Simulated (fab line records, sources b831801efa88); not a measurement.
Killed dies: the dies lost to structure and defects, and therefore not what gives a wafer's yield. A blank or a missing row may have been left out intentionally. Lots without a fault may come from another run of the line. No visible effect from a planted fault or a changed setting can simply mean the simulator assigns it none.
The tool behind it: which one? | flow sky130 | 10 lots with 30 wafers sampled at 6 steps, on a route of 708 steps

WHAT THE GAUGES READ, wafer by wafer
SKY_SONOS_ONO_THK_MEAS_05.
lot  | measured     | on            | SONOS_ONO_CVD_04_THK (nm)
L857 | day 12 06:10 | film-metro-01 | 5.61 5.66 5.65
L858 | day 12 12:48 | film-metro-02 | 5.52 5.58 5.58
L859 | day 12 14:55 | film-metro-01 | 5.67 5.72 5.72
L860 | day 12 22:56 | film-metro-02 | 5.71 5.65 5.72
L861 | day 13 00:16 | film-metro-02 | 5.70 5.56 5.58
L866 | day 15 04:47 | film-metro-01 | 5.82 5.82 5.75
L872 | day 16 19:50 | film-metro-02 | 5.74 5.81 5.85
L874 | day 17 15:02 | film-metro-01 | 5.92 5.89 5.89
L876 | day 18 04:45 | film-metro-01 | 5.70 5.64 5.64
L877 | day 18 16:50 | film-metro-02 | 5.96 5.85 5.80

SKY_SONOS_ONO_OVL_MEAS_14.
lot  | measured     | on         | SONOS_ONO_OVL (nm)
L857 | day 13 06:56 | overlay-02 | 1.5 1.4 1.6
L858 | day 13 14:01 | overlay-02 | -0.3 2.1 0.6
L859 | day 13 15:55 | overlay-01 | 0.1 -3.2 -0.2
L860 | day 14 00:23 | overlay-01 | -0.2 1.7 1.5
L861 | day 14 02:07 | overlay-01 | 2.4 2.2 2.3
L866 | day 16 08:40 | overlay-02 | -0.2 -1.6 1.0
L872 | day 17 23:31 | overlay-02 | 1.7 -0.2 2.3
L874 | day 18 21:13 | overlay-01 | -0.6 -0.3 -0.6
L876 | day 19 11:29 | overlay-02 | 1.6 0.6 1.5
L877 | day 20 00:07 | overlay-01 | -0.9 -1.0 -1.8

SKY_VIA2_RS_MEAS_22: the measuring method here is four-point-probe.
lot  | measured     | on            | VIA2_W_RS (ohm/sq)
L857 | day 37 03:59 | film-metro-01 | 0.266 0.275 0.264
L858 | day 37 09:26 | film-metro-04 | 0.275 0.271 0.271
L859 | day 37 08:16 | film-metro-01 | 0.269 0.261 0.274
L860 | day 37 19:08 | film-metro-01 | 0.274 0.273 0.278
L861 | day 37 15:05 | film-metro-01 | 0.265 0.276 0.270
L866 | day 39 22:27 | film-metro-02 | 0.268 0.274 0.271
L872 | day 41 03:50 | film-metro-01 | 0.197 0.197 0.272
L874 | day 41 18:45 | film-metro-01 | 0.276 0.274 0.278
L876 | day 42 08:04 | film-metro-02 | 0.278 0.271 0.278
L877 | day 42 13:58 | film-metro-01 | 0.274 0.272 0.271

SKY_VIA2_THK_MEAS_23: measures by xrf.
lot  | measured     | on            | VIA2_W_THK (nm)
L857 | day 37 04:05 | film-metro-01 | 431 423 438
L858 | day 37 09:32 | film-metro-04 | 427 432 429
L859 | day 37 08:23 | film-metro-01 | 432 444 421
L860 | day 37 19:14 | film-metro-01 | 425 426 416
L861 | day 37 15:12 | film-metro-01 | 436 421 430
L866 | day 39 22:34 | film-metro-02 | 432 420 428
L872 | day 41 03:57 | film-metro-01 | - - 420
L874 | day 41 18:52 | film-metro-01 | 417 418 412
L876 | day 42 08:10 | film-metro-02 | 411 421 414
L877 | day 42 14:05 | film-metro-01 | 424 427 434

EACH LOT AND THE TOOL THAT RAN IT (in order: tool; ch and the chambers of the sampled wafers; start)
lot  | SKY_METAL2_STRIP_20                  | SKY_VIA2_CVD_21
L857 | plasma-asher-04 ch 0,1, day 36 00:13 | cvd-w-01 ch 0,1, day 37 03:52
L858 | plasma-asher-04 ch 0,1, day 36 06:28 | cvd-w-02 ch 0,1, day 37 09:19
L859 | plasma-asher-03 ch 0,1, day 36 04:36 | cvd-w-01 ch 0,1, day 37 08:08
L860 | plasma-asher-04 ch 0,1, day 36 15:43 | cvd-w-02 ch 0,1, day 37 19:01
L861 | plasma-asher-04 ch 0,1, day 36 11:14 | cvd-w-01 ch 0,1, day 37 14:57
L866 | plasma-asher-02 ch 1, day 38 19:16   | cvd-w-02 ch 0,1, day 39 22:19
L872 | plasma-asher-02 ch 0,1, day 40 02:06 | cvd-w-01 ch 0,1, day 41 03:42
L874 | plasma-asher-04 ch 0,1, day 40 16:50 | cvd-w-02 ch 0,1, day 41 18:37
L876 | plasma-asher-02 ch 0, day 41 05:57   | cvd-w-02 ch 0, day 42 07:55
L877 | plasma-asher-04 ch 0,1, day 41 12:03 | cvd-w-02 ch 0,1, day 42 13:49
- SKY_METAL2_STRIP_20: strips in O2/N2.
- SKY_VIA2_CVD_21: deposits W, target thk 420 nm, time 126.4 s.

AS READ BY THE TOOLS THEMSELVES (means over the sampled wafers that have a number; for cases with no such wafer, the mark the record gives instead)
SKY_METAL2_STRIP_20.
lot  | tool            | drypump-motor-current-A (A) | oes-product-au (a.u.) | strip-time-to-endpoint-s (s)
L857 | plasma-asher-04 | 5.83                        | 0.346                 | 2.66
L858 | plasma-asher-04 | 5.95                        | 0.338                 | 2.62
L859 | plasma-asher-03 | 5.56                        | 0.347                 | 2.75
L860 | plasma-asher-04 | 5.93                        | 0.345                 | 2.65
L861 | plasma-asher-04 | 5.96                        | 0.343                 | 2.67
L866 | plasma-asher-02 | 5.76                        | 0.343                 | 2.72
L872 | plasma-asher-02 | 5.82                        | 0.339                 | 2.66
L874 | plasma-asher-04 | 5.94                        | 0.342                 | 2.70
L876 | plasma-asher-02 | 5.86                        | 0.344                 | 2.72
L877 | plasma-asher-04 | 5.86                        | 0.348                 | 2.75

SKY_VIA2_CVD_21.
lot  | tool     | heater-power-w (W) | susceptor-temp-C (C)
L857 | cvd-w-01 | 959                | 399.93
L858 | cvd-w-02 | 952                | 400.20
L859 | cvd-w-01 | 890                | 400.11
L860 | cvd-w-02 | 974                | 400.09
L861 | cvd-w-01 | 957                | 399.94
L866 | cvd-w-02 | 953                | 400.04
L872 | cvd-w-01 | 920                | 399.80
L874 | cvd-w-02 | 980                | 400.17
L876 | cvd-w-02 | 856                | 399.83
L877 | cvd-w-02 | 907                | 400.18

THE ANSWER, worked out from the rows above alone
Rule: the lots themselves supply what counts as usual. Put in order of their means at a reading, lots are off if they are a third of the lots or fewer, leave a main group of 4 or more, and stand apart from it by a gap of 3 or more times the standard deviation of the main group's means; of several such gaps the widest counts. A main group whose means are all the same, to the digits that the tables above print for the reading, isn't used. A lot without any number at a reading at which 4 lots or more have one is off too. All remaining lots with rows at the step are treated as sound. First the gauges in route order, then the tools' own readings, where a lot's mean is used as printed above. At the first step where some lot is off, the reading lying furthest off is the one used; lots without a number count as furthest.
Off: L872, at SKY_VIA2_RS_MEAS_22 (VIA2_W_RS). The main group: mean 0.272 ohm/sq, standard deviation 0.0028.
If a tool, at a process step before that reading, ran all the lots that are off and no sound lot after the first of them, it fits. The gauges at SKY_VIA2_RS_MEAS_22 are tried like those tools. One fits: cvd-w-01 at SKY_VIA2_CVD_21. Its last sound lot is L861 (day 37 14:57), its first lot that is off L872 (day 41 03:42): a fault that began between those two fits.

WHAT WAS PUT IN BY THE SIMULATOR
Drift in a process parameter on cvd-w-01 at SKY_VIA2_CVD_21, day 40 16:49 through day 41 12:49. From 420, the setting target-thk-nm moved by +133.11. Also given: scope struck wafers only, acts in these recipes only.
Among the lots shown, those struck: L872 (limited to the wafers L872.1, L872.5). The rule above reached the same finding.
